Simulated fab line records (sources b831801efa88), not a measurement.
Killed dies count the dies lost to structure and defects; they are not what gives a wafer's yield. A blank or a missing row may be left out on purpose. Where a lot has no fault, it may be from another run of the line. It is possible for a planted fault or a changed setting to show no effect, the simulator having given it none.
Comparing a struck lot with a sound one || flow sky130 || 16 steps out of a route of 708
Sound: these wafers, L403.2, L403.3, L403.5. Struck: wafer L413.3 (left out: L413.6, a lot-mate that was not struck); the cause follows at the end.
For every step that has rows: the tool of each side, followed by ch and its chambers, followed by its first start. Under that, the readings that differ: sound wafers || struck wafers || difference of the means || sigmas: that difference in standard deviations of wafers without a fault.
alike: a reading whose means differ by less than 2 such deviations, as well as words and numbers matching on both sides. not compared: withheld readings; readings where some wafer has no value; bounds like >300 that might hide an equal value; numbers whose values overlap and for which the record gives no deviation.
Wherever a step has rows on one side only, a row that says differs or no value, or a row with sigmas, the two part there. Numbers that have no deviation but don't overlap get no sigmas and don't part them. A reading missing from all wafers of one side parts the sides only when that side holds two or more wafers.

first, 3 steps without rows for these wafers: SKY_METAL2_EXPOSE_12 (exposes mask MM2, target cd 140 nm); SKY_METAL2_PEB_13; SKY_METAL2_DEVELOP_14 (develop time 60 s).
SKY_METAL2_CD_MEAS_15: target cd 140 nm.
  sound: cd_sem-01 at day 36 16:31; struck: cd_sem-01 at day 39 12:57
{"reading": "cd_nm (nm)", "sound": "141.0 141.5 141.4", "struck": 137.8, "difference": -3.5, "sigmas": -2}
SKY_METAL2_OVL_MEAS_16:
  sound: overlay-01 at day 36 16:37; struck: overlay-01 at day 39 13:03
{"reading": "METAL2_OVL (nm)", "sound": "8 9 2", "struck": -11, "difference": -17, "sigmas": -3}
SKY_METAL2_DESCUM_17: chemistry O2, time 8 s.
  sound on rie_metal-04 ch 0,1, day 36 16:39; struck on rie_metal-04 ch 0, day 39 13:05
{"reading": "drypump_motor_current_A (A)", "sound": "6.3 5.2 5.2", "struck": 6.3, "difference": "+0.7", "sigmas": "+2"}
  alike: oes_product_au, rf_fwd_power_W
  not compared: rf_hours_counter_h
SKY_METAL2_ETCH_18: etches BARC in N2/H2, stops on SiO2, time 45.9 s, target depth 60 nm.
  sound on rie_metal-04 ch 0,1, day 36 16:41; struck on rie_metal-04 ch 0, day 39 13:07
{"reading": "drypump_motor_current_A (A)", "sound": "6.3 5.2 5.2", "struck": 6.3, "difference": "+0.7", "sigmas": "+2"}
  alike: oes_product_au, rf_fwd_power_W, throttle_valve_pct
  not compared: rf_hours_counter_h
SKY_METAL2_METAL_ETCH_19: etches the open film in Cl2/BCl3, stops on SiO2, target depth 360 nm, time 78 s.
  sound on rie_metal-04 ch 0,1, day 36 16:44; struck on rie_metal-04 ch 0, day 39 13:12
{"reading": "throttle_valve_pct (%)", "sound": "22.272 22.263 22.260", "struck": 22.289, "difference": "+0.024", "sigmas": "+3"}
  alike: drypump_motor_current_A, oes_product_au, rf_fwd_power_W
  not compared: rf_hours_counter_h
SKY_METAL2_STRIP_20: strips in O2/N2.
  sound on plasma_asher-01 ch 0,1, day 36 16:50; struck on plasma_asher-03 ch 0, day 39 13:17
  alike: drypump_motor_current_A, oes_product_au, strip_time_to_endpoint_s
  not compared: rf_hours_counter_h
then, 3 steps without rows for these wafers: SKY_METAL2_STRIP_21 (strips in post etch residue remover, time 1200 s); SKY_METAL2_CLEAN_22 (cleans in IPA, time 180 s); SKY_METAL2_CLEAN_23 (cleans in O3/DIW).
SKY_VIA2_HDPCVD_00: deposits SiO2, target thk 1180 nm, time 196.7 s.
  sound on hdpcvd-01 ch 0,1,2, day 36 17:28; struck on hdpcvd-02 ch 0, day 39 13:51
{"reading": "run_length_s (s)", "sound": "224.2 225.2 224.8", "struck": 246.7, "difference": "+22.0", "sigmas": "+36"}
{"reading": "model.SiO2_of_VIA2_HDPCVD_00.thk_nm (nm)", "sound": "1160 1207 1205", "struck": 1312, "difference": "+121", "sigmas": ""}
SKY_VIA2_THK_MEAS_01:
  sound: film_metro-04 at day 36 17:35; struck: film_metro-03 at day 39 13:59
{"reading": "VIA2_HDPCVD_THK (nm)", "sound": "1161 1207 1206", "struck": 1311, "difference": "+120", "sigmas": "+9"}
SKY_VIA2_CMP_02: polishes SiO2.
  sound on cmp-01 ch 1,3, day 36 17:41; struck on cmp-01 ch 0, day 39 14:13
  alike: edge_zone_pressure_frac, head_pressure_psi, motor_current_A, platen_rpm, slurry_filter_dp_kPa
-- the record jumps here: 10 days lie between the struck wafers' starts before and after (it left off in module VIA2 and takes up again in module PAD_OPEN, whose first step shown is number 708 of the route) --
SKY_PAD_OPEN_PROBE_99:
  sound: prober-01 at day 47 07:04; struck: prober-01 at day 49 12:31
  alike: defect_limited_yield, killed_at_M0_to_M3, killed_at_M4_up, killed_at_contacts, killed_at_front_end, killed_at_other, killed_dies, killed_on_rim, killed_open, killed_short, sort_bin_3_pad_short, sort_bin_5_function, sort_bin_6_memory, sort_n_pass, sort_yield_pct

## WHERE THEY PART
Last at SKY_VIA2_THK_MEAS_01 as far as this record goes, first at SKY_METAL2_CD_MEAS_15. Later steps at which nothing parts them and some readings are alike: SKY_VIA2_CMP_02, SKY_PAD_OPEN_PROBE_99.

WHY: what had been put in by the simulator
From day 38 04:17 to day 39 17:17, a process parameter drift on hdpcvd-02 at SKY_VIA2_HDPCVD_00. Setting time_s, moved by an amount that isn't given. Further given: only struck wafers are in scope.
